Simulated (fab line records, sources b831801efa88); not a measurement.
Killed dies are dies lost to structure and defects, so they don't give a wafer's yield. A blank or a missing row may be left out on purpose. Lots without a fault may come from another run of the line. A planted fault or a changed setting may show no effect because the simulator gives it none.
Which tool did it? | flow gf180mcu | 24 lots, 72 wafers sampled, at 3 steps of a route of 602

WHAT THE GAUGES READ, wafer by wafer
GF_VT_IMPLANT_OVL_MEAS_29.
lot  | measured     | on         | VT_IMPLANT_02_OVL (nm)
L074 | day 6 19:42  | overlay-02 | -1.6 -0.4 -0.9
L075 | day 7 04:22  | overlay-02 | 0.7 0.2 0.3
L076 | day 7 11:03  | overlay-02 | 1.1 1.4 0.1
L077 | day 7 14:12  | overlay-01 | 3.3 2.2 0.3
L078 | day 7 21:03  | overlay-02 | -0.4 0.5 -0.8
L079 | day 8 03:54  | overlay-02 | -0.4 -0.9 0.3
L080 | day 8 11:10  | overlay-02 | -1.1 -1.6 -2.0
L081 | day 8 18:52  | overlay-02 | -0.8 -1.8 -1.3
L082 | day 9 02:00  | overlay-02 | -2.6 -2.7 -3.4
L083 | day 9 07:21  | overlay-02 | -1.6 -2.1 -0.7
L084 | day 9 14:09  | overlay-01 | -1.3 -1.1 -0.6
L085 | day 9 17:56  | overlay-01 | -1.1 -0.9 -0.8
L086 | day 10 05:36 | overlay-02 | -0.9 -1.2 -1.7
L087 | day 10 12:57 | overlay-01 | 1.0 -0.2 -0.4
L088 | day 10 18:33 | overlay-01 | 1.2 0.3 1.5
L089 | day 11 01:39 | overlay-01 | -0.6 0.7 0.4
L090 | day 11 04:13 | overlay-02 | -1.4 -0.8 -0.5
L091 | day 11 14:52 | overlay-01 | 0.1 0.1 -0.1
L092 | day 11 22:09 | overlay-01 | 0.7 0.3 0.8
L093 | day 12 03:24 | overlay-01 | -0.1 -0.2 -0.3
L094 | day 12 08:51 | overlay-02 | -0.9 -0.3 -0.1
L095 | day 12 12:42 | overlay-02 | 1.7 2.9 1.6
L096 | day 13 00:24 | overlay-02 | 0.6 -1.2 1.1
L097 | day 13 05:24 | overlay-01 | 0.5 0.0 1.4

GF_M4_CD_MEAS_14: target cd 280 nm.
lot  | measured     | on        | cd_nm (nm)
L074 | day 23 05:26 | cd_sem-02 | 280.4 280.4 277.9
L075 | day 23 19:03 | cd_sem-01 | 282.3 282.9 282.2
L076 | day 24 04:17 | cd_sem-01 | 278.6 280.2 280.0
L077 | day 24 08:20 | cd_sem-02 | 279.9 280.0 278.5
L078 | day 24 16:23 | cd_sem-02 | 281.1 280.4 280.5
L079 | day 24 23:17 | cd_sem-02 | 279.7 281.0 278.6
L080 | day 25 14:44 | cd_sem-02 | 279.4 280.8 280.0
L081 | day 25 20:16 | cd_sem-01 | 278.9 280.4 279.4
L082 | day 26 04:05 | cd_sem-01 | 279.3 281.3 280.5
L083 | day 26 07:32 | cd_sem-02 | 279.6 281.2 280.8
L084 | day 26 22:01 | cd_sem-02 | 280.3 280.0 279.7
L085 | day 27 00:26 | cd_sem-01 | 278.7 278.6 278.6
L086 | day 27 18:29 | cd_sem-01 | 282.1 282.3 282.0
L087 | day 28 03:11 | cd_sem-01 | 279.4 278.1 278.8
L088 | day 28 06:27 | cd_sem-02 | 283.1 281.3 282.8
L089 | day 28 10:38 | cd_sem-01 | 281.2 282.3 282.0
L090 | day 28 15:59 | cd_sem-02 | 280.3 282.1 280.8
L091 | day 29 01:05 | cd_sem-02 | 278.7 279.3 279.1
L092 | day 29 08:59 | cd_sem-01 | 279.2 278.0 277.4
L093 | day 29 14:59 | cd_sem-02 | 279.0 279.9 278.7
L094 | day 29 18:53 | cd_sem-01 | 277.3 277.9 278.0
L095 | day 30 03:35 | cd_sem-02 | 280.3 279.8 279.1
L096 | day 30 09:53 | cd_sem-02 | 280.1 280.8 281.2
L097 | day 30 15:41 | cd_sem-02 | 280.1 278.7 279.1

WHICH TOOL RAN EACH LOT (tool, then ch and the chambers of the sampled wafers, then the start)
lot  | GF_V2_SPUTTER_21
L074 | pvd_sputter-03, day 20 02:17
L075 | pvd_sputter-04, day 20 17:01
L076 | pvd_sputter-03, day 21 03:31
L077 | pvd_sputter-02, day 21 07:16
L078 | pvd_sputter-03, day 21 16:36
L079 | pvd_sputter-04, day 21 23:52
L080 | pvd_sputter-03, day 22 15:13
L081 | pvd_sputter-02, day 22 22:00
L082 | pvd_sputter-04, day 23 06:30
L083 | pvd_sputter-02, day 23 11:13
L084 | pvd_sputter-04, day 24 02:10
L085 | pvd_sputter-02, day 24 04:40
L086 | pvd_sputter-02, day 24 23:19
L087 | pvd_sputter-03, day 25 09:19
L088 | pvd_sputter-03, day 25 12:39
L089 | pvd_sputter-02, day 25 17:34
L090 | pvd_sputter-02, day 26 00:10
L091 | pvd_sputter-02, day 26 10:15
L092 | pvd_sputter-02, day 26 17:34
L093 | pvd_sputter-03, day 27 00:13
L094 | pvd_sputter-03, day 27 04:14
L095 | pvd_sputter-03, day 27 13:50
L096 | pvd_sputter-03, day 27 20:55
L097 | pvd_sputter-04, day 28 03:01
- GF_V2_SPUTTER_21: material Ti, target thk 15 nm, time 80.02 s.

WHAT THE TOOLS THEMSELVES READ (means of the sampled wafers that have a number; where no wafer has one, the mark that the record gives instead)
GF_V2_SPUTTER_21.
lot  | tool           | chamber_pressure_pa (Pa) | substrate_temp_c (C) | throttle_valve_pct (%)
L074 | pvd_sputter-03 | 4.991                    | 199.98               | 29.8
L075 | pvd_sputter-04 | 4.987                    | 200.14               | 29.7
L076 | pvd_sputter-03 | 4.995                    | 199.93               | 29.7
L077 | pvd_sputter-02 | 5.006                    | 199.94               | 30.7
L078 | pvd_sputter-03 | 4.989                    | 200.00               | 29.8
L079 | pvd_sputter-04 | 5.003                    | 199.98               | 29.2
L080 | pvd_sputter-03 | 4.996                    | 199.90               | 29.8
L081 | pvd_sputter-02 | 5.013                    | 200.02               | 30.6
L082 | pvd_sputter-04 | 4.997                    | 199.99               | 29.3
L083 | pvd_sputter-02 | 5.007                    | 199.70               | 30.9
L084 | pvd_sputter-04 | 4.998                    | 200.03               | 29.3
L085 | pvd_sputter-02 | 5.007                    | 199.96               | 30.8
L086 | pvd_sputter-02 | 4.995                    | 200.08               | 30.7
L087 | pvd_sputter-03 | 4.993                    | 199.87               | 29.6
L088 | pvd_sputter-03 | 5.004                    | 200.16               | 29.5
L089 | pvd_sputter-02 | 4.996                    | 200.10               | 31.6
L090 | pvd_sputter-02 | 5.000                    | 199.98               | 30.1
L091 | pvd_sputter-02 | 5.004                    | 200.01               | 31.1
L092 | pvd_sputter-02 | 5.000                    | 200.11               | 30.6
L093 | pvd_sputter-03 | 4.990                    | 199.75               | 31.1
L094 | pvd_sputter-03 | 4.999                    | 200.10               | 31.5
L095 | pvd_sputter-03 | 4.984                    | 200.09               | 29.3
L096 | pvd_sputter-03 | 4.989                    | 200.12               | 31.0
L097 | pvd_sputter-04 | 4.990                    | 199.99               | 28.5

THE ANSWER, worked out from the rows above alone
Rule: what is usual is taken from the lots themselves. Put in order of their means at a reading, lots are off if they are a third of the lots or fewer, leave a main group of 4 or more, and stand apart from it by a gap of 3 or more times the standard deviation of the main group's means; of several such gaps the widest counts. A main group whose means are all the same, to the digits that the tables above print for the reading, isn't used. A lot without any number at a reading at which 4 lots or more have one is off too. The other lots that the step has rows for count as sound. The gauges are gone through in route order, then the tools' own readings, and for those a lot's mean is taken as printed above. The first step at which some lot is off is used, and at that step the reading that is off furthest; a lot without a number counts as furthest.
No lot is off at any reading shown: from this, nothing can be told.

WHAT THE SIMULATOR HAD PUT IN
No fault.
